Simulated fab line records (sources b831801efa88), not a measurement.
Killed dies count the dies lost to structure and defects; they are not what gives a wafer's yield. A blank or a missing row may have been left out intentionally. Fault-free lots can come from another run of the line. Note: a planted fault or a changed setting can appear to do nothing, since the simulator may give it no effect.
A struck lot beside a sound one    flow sky130    14 out of 708 route steps
Sound: wafers L259.1, L259.2, L259.3. Wafers struck: L261.1, L261.2, L261.4. The cause is given at the end.
Each step with rows lists, per side, the tool, then ch with its chambers, then its first start. Under that, the readings that differ: sound wafers    struck wafers    difference of the means    sigmas: that difference in standard deviations of wafers without a fault.
alike: words and numbers the same on both sides, and readings whose means are apart by under 2 such deviations; not compared: readings that were withheld, readings missing a value for some wafer, numbers with overlapping values and no deviation given by the record, and bounds like >300 which may hide the same value.
Wherever a step has rows on one side only, a row that says differs or no value, or a row with sigmas, the two part there. Non-overlapping numbers with no deviation appear without sigmas and do not part them. A reading missing from all wafers of one side parts the sides only when that side holds two or more wafers.

SKY_CAP2M_OVL_MEAS_12:
  sound: overlay-01 at day 43 02:42; struck: overlay-01 at day 43 17:28
  alike: CAP2M_OVL
SKY_CAP2M_METAL_ETCH_13: etches TiN in Cl2/BCl3, stops on SiO2, target depth 220 nm, time 62.9 s.
  sound on rie metal-02 ch 0,1, day 43 02:44; struck on rie metal-02 ch 0,1, day 43 17:29
  alike: drypump motor current A, oes product au, throttle valve pct
  not compared: rf hours counter h
SKY_CAP2M_STRIP_14: strips in O2/N2.
  sound on plasma asher-01 ch 0,1, day 43 02:49; struck on plasma asher-04 ch 0,1, day 43 17:34
  alike: drypump motor current A, oes product au, strip time to endpoint s
  not compared: rf hours counter h
then, 9 steps without rows for these wafers: SKY_CAP2M_STRIP_15 (strips in post etch residue remover, time 1200 s); SKY_CAP2M_CLEAN_16 (cleans in IPA, time 180 s); SKY_CAP2M_CLEAN_17 (cleans in O3/DIW); SKY_METAL4_DEHYDRATE_05 (time 60 s); SKY_METAL4_HMDS_06 (prime time 60 s); SKY_METAL4_COAT_07 (resist thk 60 nm); SKY_METAL4_COAT_08 (resist thk 1140 nm); SKY_METAL4_SOFTBAKE_09 (time 90 s); SKY_METAL4_EXPOSE_10 (exposes mask MM4, target cd 300 nm).
SKY_METAL4_PEB_11:
  sound on litho track-03 ch 0, day 44 01:00; struck on litho track-03, day 44 16:00
reading          sound           struck  difference                     sigmas
exhaust pa (Pa)  45.5 45.0 44.5  - - -   no value on the struck wafers  
  not compared: chill plate temp C, resist line temp C
then, 1 step without rows for these wafers: SKY_METAL4_DEVELOP_12 (develop time 60 s).

WHERE THEY PART
At SKY_METAL4_PEB_11 and nowhere else, as far as this record goes.

WHY: what the simulator had put in
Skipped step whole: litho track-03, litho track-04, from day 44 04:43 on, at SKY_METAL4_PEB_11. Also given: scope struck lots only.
